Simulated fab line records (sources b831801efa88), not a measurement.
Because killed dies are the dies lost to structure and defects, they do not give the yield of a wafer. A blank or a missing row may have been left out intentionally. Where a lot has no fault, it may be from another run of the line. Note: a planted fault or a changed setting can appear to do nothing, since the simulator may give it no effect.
Which of the tools did it? / flow sfq-line / 15 lots with 45 wafers sampled at 6 steps, on a route of 325 steps

## WHAT THE GAUGES READ, wafer by wafer
SFQ_I0_BOW_MEAS_907.
lot=L915; measured=day 7 21:25; on=film-metro-04; I0_BOW (um)=-3 4 -1
lot=L916; measured=day 8 06:25; on=film-metro-01; I0_BOW (um)=3 0 7
lot=L917; measured=day 8 08:16; on=film-metro-04; I0_BOW (um)=9 1 12
lot=L918; measured=day 8 14:16; on=film-metro-01; I0_BOW (um)=5 8 -3
lot=L919; measured=day 8 15:29; on=film-metro-04; I0_BOW (um)=6 8 8
lot=L920; measured=day 8 19:04; on=film-metro-01; I0_BOW (um)=-5 5 -11
lot=L921; measured=day 9 05:16; on=film-metro-01; I0_BOW (um)=-4 8 4
lot=L922; measured=day 9 15:04; on=film-metro-01; I0_BOW (um)=-3 -3 -8
lot=L923; measured=day 10 03:33; on=film-metro-04; I0_BOW (um)=6 11 3
lot=L924; measured=day 10 08:19; on=film-metro-02; I0_BOW (um)=-4 4 6
lot=L925; measured=day 10 20:40; on=film-metro-04; I0_BOW (um)=5 -3 7 - - -
lot=L926; measured=day 11 02:38; on=film-metro-01; I0_BOW (um)=9 -2 5 - - -
lot=L927; measured=day 11 05:40; on=film-metro-02; I0_BOW (um)=-11 8 -4
lot=L928; measured=day 11 17:39; on=film-metro-02; I0_BOW (um)=0 -12 -2 - - -
lot=L938; measured=day 14 08:39; on=film-metro-02; I0_BOW (um)=-6 8 -2

SFQ_M6_OVL_MEAS_940.
lot=L915; measured=day 58 16:46; on=overlay-01; M6_OVL (nm)=-7 -7 -7
lot=L916; measured=day 59 01:10; on=overlay-02; M6_OVL (nm)=-4 1 10
lot=L917; measured=day 59 05:58; on=overlay-02; M6_OVL (nm)=6 5 5
lot=L918; measured=day 59 09:34; on=overlay-02; M6_OVL (nm)=-1 -4 -8
lot=L919; measured=day 60 11:58; on=overlay-01; M6_OVL (nm)=9 12 11
lot=L920; measured=day 60 13:10; on=overlay-01; M6_OVL (nm)=-4 2 6
lot=L921; measured=day 60 21:34; on=overlay-01; M6_OVL (nm)=-17 -13 -7
lot=L922; measured=day 61 01:10; on=overlay-02; M6_OVL (nm)=0 1 -3
lot=L923; measured=day 61 07:10; on=overlay-02; M6_OVL (nm)=-8 -16 -13
lot=L924; measured=day 61 08:22; on=overlay-02; M6_OVL (nm)=0 1 -9
lot=L925; measured=day 61 17:58; on=overlay-01; M6_OVL (nm)=-3 4 4
lot=L926; measured=day 62 04:20; on=overlay-02; M6_OVL (nm)=0 -9 -3
lot=L927; measured=day 62 15:08; on=overlay-02; M6_OVL (nm)=-6 -14 -8
lot=L928; measured=day 62 22:08; on=overlay-02; M6_OVL (nm)=-2 -4 -10
lot=L938; measured=day 65 21:11; on=overlay-01; M6_OVL (nm)=-6 0 0

SFQ_I6_OVL_MEAS_942.
lot=L915; measured=day 63 09:08; on=overlay-02; I6_OVL (nm)=4 6 6
lot=L916; measured=day 63 16:20; on=overlay-02; I6_OVL (nm)=0 -7 -1
lot=L917; measured=day 63 18:50; on=overlay-02; I6_OVL (nm)=7 6 -12
lot=L918; measured=day 64 01:56; on=overlay-01; I6_OVL (nm)=-15 -7 -5
lot=L919; measured=day 65 04:20; on=overlay-02; I6_OVL (nm)=-4 0 -1
lot=L920; measured=day 65 06:44; on=overlay-02; I6_OVL (nm)=-10 -5 -10
lot=L921; measured=day 65 15:08; on=overlay-02; I6_OVL (nm)=2 -4 -10
lot=L922; measured=day 65 17:32; on=overlay-02; I6_OVL (nm)=1 -7 -1
lot=L923; measured=day 66 03:08; on=overlay-02; I6_OVL (nm)=3 3 -1
lot=L924; measured=day 66 04:20; on=overlay-02; I6_OVL (nm)=-2 -4 11
lot=L925; measured=day 66 17:32; on=overlay-02; I6_OVL (nm)=5 7 -3
lot=L926; measured=day 66 23:32; on=overlay-02; I6_OVL (nm)=-17 -1 2
lot=L927; measured=day 67 07:56; on=overlay-02; I6_OVL (nm)=-6 -1 0
lot=L928; measured=day 67 11:05; on=overlay-01; I6_OVL (nm)=1 -5 -1
lot=L938; measured=day 69 22:28; on=overlay-01; I6_OVL (nm)=-9 -5 -2

## TOOL THAT RAN EACH LOT (tool first, then ch and the chambers of the sampled wafers, then the start)
lot=L915; SFQ_TRILAYER_I0_CMP_CMP_028=cmp-02 ch 0,2, day 7 18:53; SFQ_TRILAYER_I0_METRO_MEASURE_029=film-metro-04, day 7 21:43; SFQ_TRILAYER_I0_VIA_ETCH_VIA_ETCH_034=rie-diel-02 ch 1,2, day 10 05:29
lot=L916; SFQ_TRILAYER_I0_CMP_CMP_028=cmp-02 ch 2,3, day 8 03:23; SFQ_TRILAYER_I0_METRO_MEASURE_029=film-metro-01, day 8 06:43; SFQ_TRILAYER_I0_VIA_ETCH_VIA_ETCH_034=rie-diel-04 ch 1,2, day 10 17:29
lot=L917; SFQ_TRILAYER_I0_CMP_CMP_028=cmp-01 ch 0,1, day 8 05:16; SFQ_TRILAYER_I0_METRO_MEASURE_029=film-metro-04, day 8 08:23; SFQ_TRILAYER_I0_VIA_ETCH_VIA_ETCH_034=rie-diel-01 ch 0,2,3, day 10 18:41
lot=L918; SFQ_TRILAYER_I0_CMP_CMP_028=cmp-01 ch 0,3, day 8 11:46; SFQ_TRILAYER_I0_METRO_MEASURE_029=film-metro-01, day 8 14:23; SFQ_TRILAYER_I0_VIA_ETCH_VIA_ETCH_034=rie-diel-01 ch 1,2,3, day 10 23:29
lot=L919; SFQ_TRILAYER_I0_CMP_CMP_028=cmp-02 ch 0,2, day 8 12:29; SFQ_TRILAYER_I0_METRO_MEASURE_029=film-metro-04, day 8 15:37; SFQ_TRILAYER_I0_VIA_ETCH_VIA_ETCH_034=rie-diel-04 ch 0,1,3, day 11 03:05
lot=L920; SFQ_TRILAYER_I0_CMP_CMP_028=cmp-02 ch 0,1,2, day 8 16:04; SFQ_TRILAYER_I0_METRO_MEASURE_029=film-metro-01, day 8 19:11; SFQ_TRILAYER_I0_VIA_ETCH_VIA_ETCH_034=rie-diel-04 ch 0,2,3, day 11 08:38
lot=L921; SFQ_TRILAYER_I0_CMP_CMP_028=cmp-02 ch 2,3, day 9 02:44; SFQ_TRILAYER_I0_METRO_MEASURE_029=film-metro-01, day 9 05:34; SFQ_TRILAYER_I0_VIA_ETCH_VIA_ETCH_034=rie-diel-01 ch 0,2, day 11 18:14
lot=L922; SFQ_TRILAYER_I0_CMP_CMP_028=cmp-02 ch 0,1, day 9 12:34; SFQ_TRILAYER_I0_METRO_MEASURE_029=film-metro-01, day 9 15:11; SFQ_TRILAYER_I0_VIA_ETCH_VIA_ETCH_034=rie-diel-01 ch 0,1,3, day 12 06:08
lot=L923; SFQ_TRILAYER_I0_CMP_CMP_028=cmp-02 ch 0,2,3, day 10 01:01; SFQ_TRILAYER_I0_METRO_MEASURE_029=film-metro-04, day 10 04:02; SFQ_TRILAYER_I0_VIA_ETCH_VIA_ETCH_034=rie-diel-01 ch 0,1,2, day 12 20:29
lot=L924; SFQ_TRILAYER_I0_CMP_CMP_028=cmp-01 ch 0,3, day 10 05:49; SFQ_TRILAYER_I0_METRO_MEASURE_029=film-metro-02, day 10 08:26; SFQ_TRILAYER_I0_VIA_ETCH_VIA_ETCH_034=rie-diel-01 ch 0,1,3, day 13 02:29
lot=L925; SFQ_TRILAYER_I0_CMP_CMP_028=cmp-01 ch 0,3, day 10 17:38; SFQ_TRILAYER_I0_METRO_MEASURE_029=film-metro-04, day 11 04:31; SFQ_TRILAYER_I0_VIA_ETCH_VIA_ETCH_034=rie-diel-01 ch 1,2, day 13 15:41
lot=L926; SFQ_TRILAYER_I0_CMP_CMP_028=cmp-01 ch 2,3, day 10 23:38; SFQ_TRILAYER_I0_METRO_MEASURE_029=film-metro-02, day 11 06:58; SFQ_TRILAYER_I0_VIA_ETCH_VIA_ETCH_034=rie-diel-02 ch 0,3, day 13 19:17
lot=L927; SFQ_TRILAYER_I0_CMP_CMP_028=cmp-02 ch 0,1,3, day 11 04:09; SFQ_TRILAYER_I0_METRO_MEASURE_029=film-metro-02, day 11 05:58; SFQ_TRILAYER_I0_VIA_ETCH_VIA_ETCH_034=rie-diel-01 ch 0,2, day 14 01:17
lot=L928; SFQ_TRILAYER_I0_CMP_CMP_028=cmp-01 ch 2,3, day 11 14:38; SFQ_TRILAYER_I0_METRO_MEASURE_029=film-metro-01, day 11 21:08; SFQ_TRILAYER_I0_VIA_ETCH_VIA_ETCH_034=rie-diel-01 ch 2,3, day 14 13:17
lot=L938; SFQ_TRILAYER_I0_CMP_CMP_028=cmp-01 ch 2,3, day 14 06:08; SFQ_TRILAYER_I0_METRO_MEASURE_029=film-metro-02, day 14 08:57; SFQ_TRILAYER_I0_VIA_ETCH_VIA_ETCH_034=rie-diel-04 ch 0,3, day 16 22:53
- SFQ_TRILAYER_I0_CMP_CMP_028: polishes SiO2.
- SFQ_TRILAYER_I0_METRO_MEASURE_029
- SFQ_TRILAYER_I0_VIA_ETCH_VIA_ETCH_034: etches SiO2 in CHF3, stops on Nb, target depth 260 nm.

## WHAT THE TOOLS THEMSELVES READ (means of the sampled wafers that have a number; where no wafer has one, the mark that the record gives instead)
SFQ_TRILAYER_I0_CMP_CMP_028.
lot=L915; tool=cmp-02; motor-current-A (A)=10.0; slurry-filter-dp-kPa (kPa)=13.52; time-to-endpoint-s (s)=226
lot=L916; tool=cmp-02; motor-current-A (A)=10.6; slurry-filter-dp-kPa (kPa)=13.37; time-to-endpoint-s (s)=220
lot=L917; tool=cmp-01; motor-current-A (A)=9.4; slurry-filter-dp-kPa (kPa)=13.46; time-to-endpoint-s (s)=212
lot=L918; tool=cmp-01; motor-current-A (A)=9.1; slurry-filter-dp-kPa (kPa)=13.49; time-to-endpoint-s (s)=212
lot=L919; tool=cmp-02; motor-current-A (A)=9.8; slurry-filter-dp-kPa (kPa)=13.50; time-to-endpoint-s (s)=222
lot=L920; tool=cmp-02; motor-current-A (A)=9.4; slurry-filter-dp-kPa (kPa)=13.54; time-to-endpoint-s (s)=215
lot=L921; tool=cmp-02; motor-current-A (A)=10.7; slurry-filter-dp-kPa (kPa)=13.46; time-to-endpoint-s (s)=218
lot=L922; tool=cmp-02; motor-current-A (A)=9.6; slurry-filter-dp-kPa (kPa)=13.55; time-to-endpoint-s (s)=221
lot=L923; tool=cmp-02; motor-current-A (A)=10.4; slurry-filter-dp-kPa (kPa)=13.45; time-to-endpoint-s (s)=224
lot=L924; tool=cmp-01; motor-current-A (A)=9.4; slurry-filter-dp-kPa (kPa)=13.47; time-to-endpoint-s (s)=210
lot=L925; tool=cmp-01; motor-current-A (A)=9.4; slurry-filter-dp-kPa (kPa)=13.49; time-to-endpoint-s (s)=206
lot=L926; tool=cmp-01; motor-current-A (A)=9.4; slurry-filter-dp-kPa (kPa)=13.50; time-to-endpoint-s (s)=201
lot=L927; tool=cmp-02; motor-current-A (A)=10.1; slurry-filter-dp-kPa (kPa)=13.44; time-to-endpoint-s (s)=207
lot=L928; tool=cmp-01; motor-current-A (A)=9.6; slurry-filter-dp-kPa (kPa)=13.49; time-to-endpoint-s (s)=209
lot=L938; tool=cmp-01; motor-current-A (A)=9.8; slurry-filter-dp-kPa (kPa)=13.49; time-to-endpoint-s (s)=211

SFQ_TRILAYER_I0_METRO_MEASURE_029.
lot=L915; tool=film-metro-04; thk-nm (nm)=201.4
lot=L916; tool=film-metro-01; thk-nm (nm)=200.6
lot=L917; tool=film-metro-04; thk-nm (nm)=199.7
lot=L918; tool=film-metro-01; thk-nm (nm)=198.9
lot=L919; tool=film-metro-04; thk-nm (nm)=200.8
lot=L920; tool=film-metro-01; thk-nm (nm)=200.5
lot=L921; tool=film-metro-01; thk-nm (nm)=202.0
lot=L922; tool=film-metro-01; thk-nm (nm)=200.4
lot=L923; tool=film-metro-04; thk-nm (nm)=201.9
lot=L924; tool=film-metro-02; thk-nm (nm)=198.7
lot=L925; tool=film-metro-04; thk-nm (nm)=215.8
lot=L926; tool=film-metro-02; thk-nm (nm)=215.5
lot=L927; tool=film-metro-02; thk-nm (nm)=199.4
lot=L928; tool=film-metro-01; thk-nm (nm)=213.6
lot=L938; tool=film-metro-02; thk-nm (nm)=200.4

SFQ_TRILAYER_I0_VIA_ETCH_VIA_ETCH_034.
lot=L915; tool=rie-diel-02; drypump-motor-current-A (A)=6.1; oes-product-au (a.u.)=0.857
lot=L916; tool=rie-diel-04; drypump-motor-current-A (A)=5.8; oes-product-au (a.u.)=0.856
lot=L917; tool=rie-diel-01; drypump-motor-current-A (A)=5.6; oes-product-au (a.u.)=0.855
lot=L918; tool=rie-diel-01; drypump-motor-current-A (A)=5.9; oes-product-au (a.u.)=0.853
lot=L919; tool=rie-diel-04; drypump-motor-current-A (A)=5.8; oes-product-au (a.u.)=0.860
lot=L920; tool=rie-diel-04; drypump-motor-current-A (A)=5.8; oes-product-au (a.u.)=0.853
lot=L921; tool=rie-diel-01; drypump-motor-current-A (A)=5.2; oes-product-au (a.u.)=0.858
lot=L922; tool=rie-diel-01; drypump-motor-current-A (A)=5.4; oes-product-au (a.u.)=0.858
lot=L923; tool=rie-diel-01; drypump-motor-current-A (A)=5.6; oes-product-au (a.u.)=0.857
lot=L924; tool=rie-diel-01; drypump-motor-current-A (A)=5.5; oes-product-au (a.u.)=0.858
lot=L925; tool=rie-diel-01; drypump-motor-current-A (A)=6.0; oes-product-au (a.u.)=0.891
lot=L926; tool=rie-diel-02; drypump-motor-current-A (A)=5.9; oes-product-au (a.u.)=0.890
lot=L927; tool=rie-diel-01; drypump-motor-current-A (A)=5.2; oes-product-au (a.u.)=0.858
lot=L928; tool=rie-diel-01; drypump-motor-current-A (A)=5.9; oes-product-au (a.u.)=0.890
lot=L938; tool=rie-diel-04; drypump-motor-current-A (A)=5.7; oes-product-au (a.u.)=0.853

## THE ANSWER, worked out from the rows above alone
Rule: the usual values come from the lots themselves. The widest of any qualifying gaps counts: lots, ordered by their means at a reading, are off when they make up no more than a third of the lots, leave a main group of 4 or more, and stand apart from it by 3 or more times the standard deviation of that group's means. A main group is skipped when, at the precision printed for the reading in the tables above, its means are all equal. Also off: a lot with no number at a reading for which 4 or more lots have one. Any other lot the step has rows for is counted as sound. After the gauges, taken in route order, come the tools' own readings; for these a lot's mean is taken, as printed above. At the first step where some lot is off, the reading lying furthest off is the one used; lots without a number count as furthest.
Off at SFQ_TRILAYER_I0_METRO_MEASURE_029 (thk-nm): L925, L926, L928. The main group has a mean of 200.4 nm with a standard deviation of 1.
A tool fits if, at that step or a process step before it, it ran every lot that is off, and no sound lot after the first of them. No candidate that was tried fits.

## WHAT THE SIMULATOR HAD PUT IN
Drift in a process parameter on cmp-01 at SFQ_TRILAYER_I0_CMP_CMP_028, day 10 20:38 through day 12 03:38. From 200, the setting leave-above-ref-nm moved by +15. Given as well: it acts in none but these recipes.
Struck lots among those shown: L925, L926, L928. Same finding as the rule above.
